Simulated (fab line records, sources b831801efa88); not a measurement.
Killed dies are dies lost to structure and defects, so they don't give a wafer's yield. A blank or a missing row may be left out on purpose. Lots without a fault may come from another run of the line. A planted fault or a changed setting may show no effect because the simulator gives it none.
Which tool did it? | flow sky130 | 12 lots, 36 wafers sampled, at 3 steps of a route of 708

WHAT THE GAUGES READ, wafer by wafer
SKY_POLY_GATE_CD_MEAS_22.
lot  | measured     | on        | cd_nm (nm)
L277 | day 16 15:58 | cd_sem-01 | 154.1 154.3 150.9
L278 | day 16 21:22 | cd_sem-01 | 151.7 153.8 148.7
L280 | day 18 03:18 | cd_sem-02 | 152.3 149.0 146.3
L283 | day 18 21:33 | cd_sem-02 | 148.4 150.8 149.4
L287 | day 20 16:59 | cd_sem-01 | 150.9 147.7 149.8
L293 | day 22 15:19 | cd_sem-02 | 151.2 151.0 150.9
L294 | day 22 19:56 | cd_sem-01 | 149.5 155.3 148.5
L295 | day 23 07:59 | cd_sem-01 | 148.3 150.2 154.0
L296 | day 23 19:59 | cd_sem-01 | 149.7 149.2 149.7
L298 | day 24 10:47 | cd_sem-02 | 149.3 149.9 151.0
L299 | day 24 12:02 | cd_sem-02 | 149.3 150.8 152.5
L300 | day 24 14:08 | cd_sem-01 | 147.9 143.7 149.3

WHICH TOOL RAN EACH LOT (tool, then ch and the chambers of the sampled wafers, then the start)
lot  | SKY_RES_PROTECT_STRIP_07             | SKY_POLY_GATE_ETCH_16
L277 | plasma_asher-03 ch 0,1, day 15 03:33 | rie_diel-02 ch 1,2,3, day 16 11:19
L278 | plasma_asher-03 ch 0,1, day 15 11:24 | rie_diel-03 ch 0,2,3, day 16 18:08
L280 | plasma_asher-03 ch 0,1, day 16 14:30 | rie_diel-04 ch 0,1,3, day 17 23:26
L283 | plasma_asher-03 ch 0,1, day 17 09:43 | rie_diel-03 ch 0,1,2, day 18 16:55
L287 | plasma_asher-03 ch 1, day 19 06:21   | rie_diel-04 ch 1,3, day 20 15:22
L293 | plasma_asher-02 ch 0, day 21 03:33   | rie_diel-03 ch 0,2,3, day 22 12:38
L294 | plasma_asher-01 ch 0,1, day 21 09:15 | rie_diel-02 ch 0,1,3, day 22 18:14
L295 | plasma_asher-01 ch 0,1, day 21 21:09 | rie_diel-04 ch 0,2,3, day 23 05:11
L296 | plasma_asher-02 ch 0,1, day 22 09:15 | rie_diel-03 ch 0,1,2, day 23 18:22
L298 | plasma_asher-03 ch 0,1, day 22 23:41 | rie_diel-04 ch 1,3, day 24 08:11
L299 | plasma_asher-03 ch 0,1, day 23 00:38 | rie_diel-03 ch 0,2,3, day 24 09:44
L300 | plasma_asher-02 ch 0,1, day 23 03:18 | rie_diel-02 ch 0,1,3, day 24 12:29
- SKY_RES_PROTECT_STRIP_07: strips in O2/N2.
- SKY_POLY_GATE_ETCH_16: etches Si3N4 in CH3F/O2, stops on poly-Si, time 147.5 s, target depth 75 nm.

WHAT THE TOOLS THEMSELVES READ (means of the sampled wafers that have a number; where no wafer has one, the mark that the record gives instead)
SKY_RES_PROTECT_STRIP_07.
lot  | tool            | drypump_motor_current_A (A) | oes_product_au (a.u.) | strip_time_to_endpoint_s (s)
L277 | plasma_asher-03 | 5.7                         | 0.522                 | 23.29
L278 | plasma_asher-03 | 5.7                         | 0.516                 | 23.28
L280 | plasma_asher-03 | 5.4                         | 0.516                 | 23.30
L283 | plasma_asher-03 | 5.3                         | 0.516                 | 23.28
L287 | plasma_asher-03 | 6.0                         | 0.520                 | 23.33
L293 | plasma_asher-02 | 5.6                         | 0.517                 | 23.27
L294 | plasma_asher-01 | 6.0                         | 0.521                 | 23.26
L295 | plasma_asher-01 | 6.1                         | 0.518                 | 23.27
L296 | plasma_asher-02 | 5.7                         | 0.517                 | 23.29
L298 | plasma_asher-03 | 5.7                         | 0.515                 | 23.26
L299 | plasma_asher-03 | 5.7                         | 0.516                 | 23.36
L300 | plasma_asher-02 | 5.7                         | 0.516                 | 23.26

SKY_POLY_GATE_ETCH_16.
lot  | tool        | ch3f_flow_sccm (sccm) | drypump_motor_current_A (A) | oes_product_au (a.u.) | rf_fwd_power_W (W) | throttle_valve_pct (%)
L277 | rie_diel-02 | 39.94                 | 5.5                         | 0.643                 | 398.6              | 10.536
L278 | rie_diel-03 | 39.99                 | 5.4                         | 0.629                 | 398.8              | 10.525
L280 | rie_diel-04 | 40.12                 | 5.9                         | 0.641                 | 397.1              | 10.539
L283 | rie_diel-03 | 39.85                 | 5.7                         | 0.634                 | 398.9              | 10.539
L287 | rie_diel-04 | 40.01                 | 6.1                         | 0.640                 | 397.3              | 10.536
L293 | rie_diel-03 | 40.00                 | 5.4                         | 0.644                 | 399.0              | 10.534
L294 | rie_diel-02 | 40.03                 | 5.8                         | 0.639                 | 398.7              | 10.539
L295 | rie_diel-04 | 40.04                 | 5.9                         | 0.639                 | 400.1              | 10.537
L296 | rie_diel-03 | 40.06                 | 5.7                         | 0.639                 | 397.2              | 10.538
L298 | rie_diel-04 | 40.03                 | 6.0                         | 0.643                 | 397.5              | 10.533
L299 | rie_diel-03 | 40.00                 | 5.4                         | 0.641                 | 398.0              | 10.533
L300 | rie_diel-02 | 39.94                 | 5.9                         | 0.645                 | 398.7              | 10.545

THE ANSWER, worked out from the rows above alone
Rule: what is usual is taken from the lots themselves. Put in order of their means at a reading, lots are off if they are a third of the lots or fewer, leave a main group of 4 or more, and stand apart from it by a gap of 3 or more times the standard deviation of the main group's means; of several such gaps the widest counts. A main group whose means are all the same, to the digits that the tables above print for the reading, isn't used. A lot without any number at a reading at which 4 lots or more have one is off too. The other lots that the step has rows for count as sound. The gauges are gone through in route order, then the tools' own readings, and for those a lot's mean is taken as printed above. The first step at which some lot is off is used, and at that step the reading that is off furthest; a lot without a number counts as furthest.
No lot is off at any reading shown: from this, nothing can be told.

WHAT THE SIMULATOR HAD PUT IN
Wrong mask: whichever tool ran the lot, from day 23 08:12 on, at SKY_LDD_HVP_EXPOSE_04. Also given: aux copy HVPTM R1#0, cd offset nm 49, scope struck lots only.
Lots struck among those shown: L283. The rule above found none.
